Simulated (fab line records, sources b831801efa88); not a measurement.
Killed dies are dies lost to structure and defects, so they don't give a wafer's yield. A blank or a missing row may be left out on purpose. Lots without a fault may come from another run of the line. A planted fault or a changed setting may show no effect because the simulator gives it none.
A struck lot beside a sound one | flow sky130 | 22 steps out of a route of 708
Sound: wafers L571.1, L571.2, L571.3. Struck: wafers L581.1, L581.4, L581.6. The cause comes at the end.
At each step with rows: each side's tool, then ch and its chambers, then its first start. Under that, the readings that differ: sound wafers | struck wafers | difference of the means | sigmas: that difference in standard deviations of wafers without a fault.
alike: readings whose means differ by less than 2 such deviations, and words and numbers that are the same on both sides. not compared: withheld readings, readings that some wafer has no value for, bounds like >300 that may hide the same value, and numbers for which the record gives no deviation and whose values overlap.
The two part at a step that has a row with sigmas, a row that says differs or no value, or rows on one side only. Numbers that don't overlap but have no deviation are shown without sigmas and don't part them. A reading that every wafer of one side lacks parts them only if that side has two wafers or more.

SKY_SD_N_RTA_14: time 2 s.
  sound on rtp_anneal-01 ch 0, day 31 14:12; struck on rtp_anneal-01 ch 0, day 34 12:23
  alike: lamp_power_pct, wafer_temp_C_max
SKY_SD_N_RS_MEAS_16: measures by four-point-probe.
  sound on film_metro-04, day 31 14:23; struck on film_metro-03, day 34 12:34
  alike: SD_N_RS
SKY_SD_N_RS_MEAS_17: measures by four-point-probe.
  sound on film_metro-04, day 31 14:30; struck on film_metro-03, day 34 12:41
  alike: SD_P_RS
SKY_SD_N_RS_MEAS_18: measures by four-point-probe.
  sound on film_metro-04, day 31 14:37; struck on film_metro-03, day 34 12:49
  alike: RES_XHIGH_RS
then, 2 steps without rows for these wafers: SKY_SALICIDE_CLEAN_00 (cleans in HF-last, time 30 s); SKY_LI_CONTACT_HDPCVD_00 (deposits PSG, target thk 930 nm, time 155 s).
SKY_LI_CONTACT_THK_MEAS_01:
  sound on film_metro-03, day 31 14:52; struck on film_metro-04, day 34 13:03
  alike: LI_CONTACT_HDPCVD_THK
SKY_LI_CONTACT_CMP_02: polishes PSG.
  sound on cmp-02 ch 0,1,2, day 31 14:55; struck on cmp-01 ch 0,1,2, day 34 13:13
  alike: motor_current_A, time_to_endpoint_s
SKY_LI_CONTACT_BOW_MEAS_03:
  sound on film_metro-02, day 31 15:13; struck on film_metro-02, day 34 13:25
  alike: LI_CONTACT_BOW
then, 2 steps without rows for these wafers: SKY_LI_CONTACT_DEHYDRATE_04 (time 60 s); SKY_LI_CONTACT_HMDS_05 (prime time 60 s).
SKY_LI_CONTACT_COAT_06: resist thk 60 nm.
  sound on litho_track-04 ch 0, day 32 04:26; struck on litho_track-04 ch 0, day 35 02:35
then, 5 steps without rows for these wafers: SKY_LI_CONTACT_COAT_07 (resist thk 450 nm); SKY_LI_CONTACT_SOFTBAKE_08 (time 90 s); SKY_LI_CONTACT_EXPOSE_09 (exposes mask LICM1, target cd 170 nm); SKY_LI_CONTACT_PEB_10; SKY_LI_CONTACT_DEVELOP_11 (develop time 60 s).
SKY_LI_CONTACT_CD_MEAS_12: target cd 170 nm.
  sound on cd_sem-01, day 32 18:22; struck on cd_sem-01, day 35 16:31
  alike: cd_nm
SKY_LI_CONTACT_OVL_MEAS_13:
  sound on overlay-01, day 32 18:29; struck on overlay-02, day 35 16:38
  alike: LI_CONTACT_OVL
SKY_LI_CONTACT_ETCH_14: etches BARC in N2/H2, stops on SiO2, time 45.9 s, target depth 60 nm.
  sound on rie_diel-02 ch 0,2,3, day 32 18:32; struck on rie_diel-04 ch 1,2, day 35 16:41
  reading                  | sound             | struck            | difference | sigmas
  model.etch.depth_nm (nm) | 60.12 60.28 60.02 | 59.04 59.05 59.05 | -1.09      |
  alike: drypump_motor_current_A, oes_product_au, throttle_valve_pct
  not compared: rf_hours_counter_h
SKY_LI_CONTACT_ETCH_15: etches PSG in C4F8/O2/Ar, stops on Si, target depth 600 nm.
  sound on rie_diel-02 ch 0,2,3, day 32 18:34; struck on rie_diel-04 ch 1,2, day 35 16:43
  alike: oes_product_au
-- the record jumps here: 15 days lie between the struck wafers' starts before and after (it left off in module LI_CONTACT and takes up again in module PAD_OPEN, whose first step shown is number 708 of the route) --
SKY_PAD_OPEN_PROBE_99:
  the record has rows for the struck wafers here (prober-02, day 50 11:32) and none for the sound ones

WHERE THEY PART
Only at SKY_PAD_OPEN_PROBE_99, within this record.

WHY: what the simulator had put in
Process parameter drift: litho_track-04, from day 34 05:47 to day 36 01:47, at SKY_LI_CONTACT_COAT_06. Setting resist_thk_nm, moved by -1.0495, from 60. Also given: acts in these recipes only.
